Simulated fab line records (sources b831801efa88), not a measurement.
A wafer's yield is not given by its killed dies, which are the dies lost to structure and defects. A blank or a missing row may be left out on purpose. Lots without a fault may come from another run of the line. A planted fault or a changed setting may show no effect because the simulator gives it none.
What tool caused it? + flow gf180mcu + Sampling: 14 lots, 42 wafers, 5 of 602 route steps

WHAT THE GAUGES SHOWED, per wafer
GF_VT_IMPLANT_TW_MEAS_32. Usual: VT_IMPLANT_3_TW typically reads 264.6, with standard deviation 1.5.
| lot  | measured     | on            | VT_IMPLANT_3_TW                     | flag |
|------|--------------|---------------|-------------------------------------|------|
| L124 | day 6 20:05  | film-metro-01 | 260.9 262.6 262.6                   |      |
| L125 | day 7 01:43  | film-metro-01 | 262.9 264.3 263.8                   |      |
| L130 | day 8 15:53  | film-metro-03 | 264.2 266.0 265.6                   |      |
| L132 | day 9 03:09  | film-metro-04 | 269.2 271.7 269.0 270.1 269.6 270.5 | OFF  |
| L135 | day 9 23:37  | film-metro-01 | 270.0 269.9 270.6 270.5 270.1 269.2 | OFF  |
| L136 | day 10 06:22 | film-metro-01 | 265.4 264.3 266.5                   |      |
| L137 | day 10 13:25 | film-metro-04 | 264.6 266.0 264.5                   |      |
| L138 | day 10 17:50 | film-metro-01 | 264.7 265.7 264.0                   |      |
| L141 | day 11 12:43 | film-metro-04 | 262.5 263.8 264.2                   |      |
| L142 | day 11 20:05 | film-metro-04 | 262.9 263.0 264.2                   |      |
| L144 | day 12 07:37 | film-metro-01 | 265.8 265.7 265.6                   |      |
| L145 | day 12 13:12 | film-metro-04 | 263.3 262.3 263.7                   |      |
| L146 | day 12 19:20 | film-metro-03 | 268.0 269.7 267.2                   |      |
| L147 | day 13 02:43 | film-metro-03 | 263.6 265.7 263.7                   |      |

GF_POLY_GATE_OVL_MEAS_11. Usual: POLY_GATE_OVL typically reads 2 nm, with standard deviation 6.
| lot  | measured     | on         | POLY_GATE_OVL (nm) | flag |
|------|--------------|------------|--------------------|------|
| L124 | day 9 03:10  | overlay-01 | -2 2 8             |      |
| L125 | day 9 08:41  | overlay-01 | -3 -1 -2           |      |
| L130 | day 11 02:06 | overlay-02 | -9 -12 -14         |      |
| L132 | day 11 16:03 | overlay-02 | 0 8 5              |      |
| L135 | day 12 12:32 | overlay-02 | 2 5 1              |      |
| L136 | day 12 22:35 | overlay-01 | -1 2 -1            |      |
| L137 | day 13 08:50 | overlay-01 | 5 9 8              |      |
| L138 | day 13 09:16 | overlay-01 | 2 11 12            |      |
| L141 | day 14 07:29 | overlay-01 | 3 -8 -11           |      |
| L142 | day 14 19:03 | overlay-02 | 2 -2 2             |      |
| L144 | day 15 02:55 | overlay-01 | -2 -5 -3           |      |
| L145 | day 15 12:14 | overlay-01 | -1 3 -6            |      |
| L146 | day 15 18:30 | overlay-01 | -2 5 -2            |      |
| L147 | day 16 03:43 | overlay-01 | 17 18 13           |      |

GF_HV_LDD_OVL_MEAS_20. Usual: HV_LDD_01_OVL typically reads 1.0 nm, with standard deviation 1.6.
| lot  | measured     | on         | HV_LDD_01_OVL (nm) | flag |
|------|--------------|------------|--------------------|------|
| L124 | day 10 17:55 | overlay-02 | 2.8 2.4 1.8        |      |
| L125 | day 10 22:02 | overlay-01 | 0.1 1.0 1.0        |      |
| L130 | day 12 17:13 | overlay-01 | 5.3 2.5 5.3        |      |
| L132 | day 13 10:47 | overlay-01 | -0.6 -0.3 0.4      |      |
| L135 | day 14 10:49 | overlay-01 | 1.8 1.6 2.8        |      |
| L136 | day 14 20:34 | overlay-01 | 4.0 3.7 3.4        |      |
| L137 | day 15 06:35 | overlay-02 | 0.7 -1.2 0.8       |      |
| L138 | day 15 06:52 | overlay-01 | 1.3 0.1 0.7        |      |
| L141 | day 16 04:06 | overlay-01 | 1.1 0.8 -0.6       |      |
| L142 | day 16 15:58 | overlay-02 | 0.2 -0.2 0.0       |      |
| L144 | day 17 06:20 | overlay-01 | 1.8 2.1 1.2        |      |
| L145 | day 17 15:15 | overlay-02 | 0.8 3.2 2.4        |      |
| L146 | day 17 22:57 | overlay-02 | -0.1 0.6 2.5       |      |
| L147 | day 18 06:52 | overlay-01 | 2.7 3.1 1.9        |      |

GF_NSD_OVL_MEAS_08. Usual: NSD_OVL typically reads 0.8 nm, with standard deviation 1.3.
| lot  | measured     | on         | NSD_OVL (nm)   | flag |
|------|--------------|------------|----------------|------|
| L124 | day 13 05:17 | overlay-01 | 0.7 3.2 1.7    |      |
| L125 | day 13 10:11 | overlay-02 | 2.1 2.8 2.5    |      |
| L130 | day 15 09:05 | overlay-02 | 1.2 0.9 1.2    |      |
| L132 | day 16 03:28 | overlay-01 | 3.1 0.9 2.6    |      |
| L135 | day 17 07:17 | overlay-01 | 1.0 0.0 1.1    |      |
| L136 | day 17 15:56 | overlay-02 | 0.6 -0.6 0.1   |      |
| L137 | day 18 05:22 | overlay-01 | 1.7 2.3 0.5    |      |
| L138 | day 18 06:55 | overlay-02 | 1.1 -0.1 1.9   |      |
| L141 | day 19 06:25 | overlay-02 | 1.2 1.5 0.9    |      |
| L142 | day 19 18:16 | overlay-02 | 1.6 2.0 1.6    |      |
| L144 | day 20 11:05 | overlay-02 | 1.4 0.7 0.3    |      |
| L145 | day 21 00:07 | overlay-01 | -1.8 -0.5 -0.2 |      |
| L146 | day 21 03:19 | overlay-02 | 2.3 2.3 1.8    |      |
| L147 | day 21 12:34 | overlay-01 | -1.7 -0.9 -0.9 |      |

TOOL THAT RAN EACH LOT (tool first, then ch and the chambers of the sampled wafers, then the start)
| lot  | GF_VT_IMPLANT_IMPLANT_30        |
|------|---------------------------------|
| L124 | implanter-02 ch 0, day 6 19:50  |
| L125 | implanter-03 ch 0, day 7 01:31  |
| L130 | implanter-03 ch 0, day 8 15:39  |
| L132 | implanter-01 ch 0, day 9 02:56  |
| L135 | implanter-01 ch 0, day 9 23:13  |
| L136 | implanter-02 ch 0, day 10 06:09 |
| L137 | implanter-03 ch 0, day 10 13:10 |
| L138 | implanter-03 ch 0, day 10 17:35 |
| L141 | implanter-02 ch 0, day 11 12:29 |
| L142 | implanter-02 ch 0, day 11 19:48 |
| L144 | implanter-03 ch 0, day 12 07:22 |
| L145 | implanter-02 ch 0, day 12 12:58 |
| L146 | implanter-03 ch 0, day 12 19:07 |
| L147 | implanter-01 ch 0, day 13 02:28 |
- GF_VT_IMPLANT_IMPLANT_30

AS READ BY THE TOOLS THEMSELVES (means over the sampled wafers that have a number; for cases with no such wafer, the mark the record gives instead)
GF_VT_IMPLANT_IMPLANT_30. Usual: beam-energy-keV 24.999, standard deviation 0.0086; tilt-deg 6.999 degrees, standard deviation 0.022.
| lot  | tool         | beam-energy-keV | tilt-deg (degrees) | flag |
|------|--------------|-----------------|--------------------|------|
| L124 | implanter-02 | 25.006          | 7.007              |      |
| L125 | implanter-03 | 24.997          | 6.996              |      |
| L130 | implanter-03 | 24.999          | 7.016              |      |
| L132 | implanter-01 | 27.828          | 7.000              | OFF  |
| L135 | implanter-01 | 27.834          | 6.984              | OFF  |
| L136 | implanter-02 | 25.000          | 6.990              |      |
| L137 | implanter-03 | 24.998          | 6.969              |      |
| L138 | implanter-03 | 24.998          | 7.024              |      |
| L141 | implanter-02 | 24.994          | 7.010              |      |
| L142 | implanter-02 | 24.999          | 7.000              |      |
| L144 | implanter-03 | 25.003          | 7.021              |      |
| L145 | implanter-02 | 25.007          | 7.015              |      |
| L146 | implanter-03 | 25.006          | 6.992              |      |
| L147 | implanter-01 | 24.992          | 6.999              |      |

THE ANSWER, worked out from the rows above alone
Rule: a lot is off if the mean of its wafers that have a number lies more than 3 standard deviations from the usual mean. Also off: a lot with no number at a reading for which 4 or more lots have one. All remaining lots with rows at the step are treated as sound. First the gauges in route order, then the tools' own readings, where a lot's mean is used as printed above. At the first step where some lot is off, the reading lying furthest off is the one used; lots without a number count as furthest.
Off: at GF_VT_IMPLANT_TW_MEAS_32 (VT_IMPLANT_3_TW), L132, L135.
If a tool, at a process step before that reading, ran all the lots that are off and no sound lot after the first of them, it fits. Not tried: the gauges at GF_VT_IMPLANT_TW_MEAS_32; whatever is off there is also off at GF_VT_IMPLANT_IMPLANT_30, on other tools, and gauge error can't account for it. Of those tried, none fits.

WHAT THE SIMULATOR HAD INSERTED
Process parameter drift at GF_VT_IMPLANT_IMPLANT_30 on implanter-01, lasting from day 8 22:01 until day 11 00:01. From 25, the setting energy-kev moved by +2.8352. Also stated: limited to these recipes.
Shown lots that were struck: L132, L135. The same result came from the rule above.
